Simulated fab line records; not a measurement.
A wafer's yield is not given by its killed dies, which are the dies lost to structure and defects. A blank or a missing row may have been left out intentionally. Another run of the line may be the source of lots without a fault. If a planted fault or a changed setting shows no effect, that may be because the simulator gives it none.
Code-filled problem report in 8D (eight disciplines) form | flow sky130 | the parts of the form that need people (team, actions taken, sign-off) are left out

1. WHAT WENT WRONG
Wafers without a fault read 0.940 a.u. with a standard deviation of 0.0048, while oes product au at SKY_VIA2_ETCH_15 averages 0.985 a.u. across 3 wafers of 1 lot. That puts it +9.3 standard deviations away from the usual mean.
The step: etches SiO2 in C4F8/O2/Ar, stops on TiN, target depth 546 nm, time 84 s.
First observed at day 42 17:34: wafer L248.1, on rie diel-03. The record holds 35 wafers of 12 lots with a number at this step. The rule behind "out" and "out of limits": a value lying over 4 standard deviations away from the usual mean. The other wafers with a number count as sound.

2. WHAT IT IS AND WHAT IT IS NOT
question                    | is                     | is not
which readings at this step | oes product au         | bias w
which lots                  | L248                   | L228, L229, L231, L236, L237, L240, L241, L242, L243, L244, L245
which wafers of those lots  | all that have a number | -
read on which tools         | rie diel-03            | rie diel-01, rie diel-02
when                        | from day 42 17:34      | up to then (32 sound wafers)

3. THE SUSPECTS, EACH WITH WHAT RULES IT OUT
Counting: a tool stays on the suspect list if, at a process step up to the reading, it processed all lots that are out and no sound lot following the first of them.
- cmp-02 at SKY_VIA2_CMP_02 (polishes SiO2): kept. It ran the lot that is out, L248 (day 41 17:13), and no sound lot after that; its last sound lot up to then is L243 (day 40 10:18).
- rie diel-03 at SKY_VIA2_ETCH_15 (etches SiO2 in C4F8/O2/Ar, stops on TiN, target depth 546 nm, time 84 s): kept. It ran the lot that is out, L248 (day 42 17:34), and no sound lot after that; its last sound lot up to then is L244 (day 41 14:42). Out on those wafers are its own readings of oes product au.
Remaining after the count are cmp-02 at SKY_VIA2_CMP_02 and rie diel-03 at SKY_VIA2_ETCH_15.

4. THE CAUSE (what the simulator had put in)
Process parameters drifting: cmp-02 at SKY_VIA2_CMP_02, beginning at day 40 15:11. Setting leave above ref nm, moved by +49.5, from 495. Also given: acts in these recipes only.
After counting, 2 suspects remain, this tool included.

5. THE EFFECT CHAIN, in route order
Rows list readings where the struck wafers' mean (over those with a number) sits beyond 3 standard deviations from the usual. Only readings for which the record gives a usual standard deviation are gone through. hours: the time from each lot's start at the first step in this table that gives one to its start at this step, as a median over the lots. sigmas: the change in usual standard deviations.
hours | step             | reading        | usual      | on struck wafers | change | sigmas
0     | SKY_VIA2_ETCH_15 | oes product au | 0.940 a.u. | 0.985            | +0.045 | +9.3
The process steps in it:
- SKY_VIA2_ETCH_15: etches SiO2 in C4F8/O2/Ar, stops on TiN, target depth 546 nm, time 84 s.

6. WHAT WOULD HAVE CAUGHT IT SOONER
In this record the first reading out of limits was taken at day 42 17:34, 50 hours after the fault began at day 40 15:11.
Tool readings at SKY_VIA2_CMP_02 with a usual standard deviation given in the record: none out on any struck wafer, hence no alarm at a limit of 4 standard deviations on them.
By day 42 17:34, every lot that is out (1) had started SKY_VIA2_CMP_02 on cmp-02. None of them would have been spared by holding the tool at that moment.
